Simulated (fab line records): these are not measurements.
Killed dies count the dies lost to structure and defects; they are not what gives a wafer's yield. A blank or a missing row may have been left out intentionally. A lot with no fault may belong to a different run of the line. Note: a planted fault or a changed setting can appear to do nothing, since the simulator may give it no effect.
2 desks looking at one fault | flow gf180mcu | each desk has only its own numbers; what lay behind them comes last

== THE METROLOGY DESK ==
Lot by lot, what the gauges showed, no matter which tool ran the lot: averages of those sampled wafers that carry a number. Marked OUT: a lot whose mean sits more than 4 standard deviations from the usual mean, which makes it out of limits; the brackets give that distance.
Columns: A = M2_ALCU_RS at GF_M2_RS_MEAS_05, usual 0.0698 ohm/sq; B = M3_ALCU_RS at GF_M3_RS_MEAS_05, usual 0.0698 ohm/sq; C = V3_CVD_02_THK at GF_V3_THK_MEAS_03, usual 849 nm
lot  | first seen here | A      | B      | C
L928 | day 17 23:13    | 0.0692 | 0.0693 | 858
L929 | day 18 15:28    | 0.0704 | 0.0704 | 842
L931 | day 19 08:40    | 0.0705 | 0.0697 | 848
L932 | day 19 15:55    | 0.0695 | 0.0692 | 846
L937 | day 21 15:17    | 0.0694 | 0.0702 | 852
L938 | day 22 00:41    | 0.0705 | 0.0708 | 855
L942 | day 23 08:08    | 0.0711 | 0.0700 | 841
L945 | day 24 14:22    | 0.0693 | 0.0698 | 845
L947 | day 25 03:43    | 0.0702 | 0.0690 | 840
L950 | day 25 20:29    | 0.0703 | 0.0702 | 846
L951 | day 26 08:06    | 0.0693 | 0.0698 | 850
Result from this desk: across the 11 lots, nothing is out of limits.

== TOOL OWNER'S DESK, pvd-sputter-01 ==
The tool's own readings at GF_M3_SPUTTER_01 (material TiN, target thk 30 nm, time 25 s): means of the sampled wafers that have a number, for each lot that ran on this tool. Marked OUT: a lot whose mean sits more than 4 standard deviations from the usual mean, which makes it out of limits; the brackets give that distance.
Columns: A = throttle-valve-pct at GF_M3_SPUTTER_01, usual 29.7 %
lot  | first seen here | A
L931 | day 21 12:22    | 30.0
L937 | day 23 17:09    | 29.5
L938 | day 24 01:45    | 29.8
Result from this desk: across the 3 lots, nothing is out of limits.

== BROUGHT TOGETHER ==
Nothing out of limits was seen by the metrology desk.
Nothing out of limits was seen by the tool owner's desk.

== WHAT THE SIMULATOR HAD INSERTED ==
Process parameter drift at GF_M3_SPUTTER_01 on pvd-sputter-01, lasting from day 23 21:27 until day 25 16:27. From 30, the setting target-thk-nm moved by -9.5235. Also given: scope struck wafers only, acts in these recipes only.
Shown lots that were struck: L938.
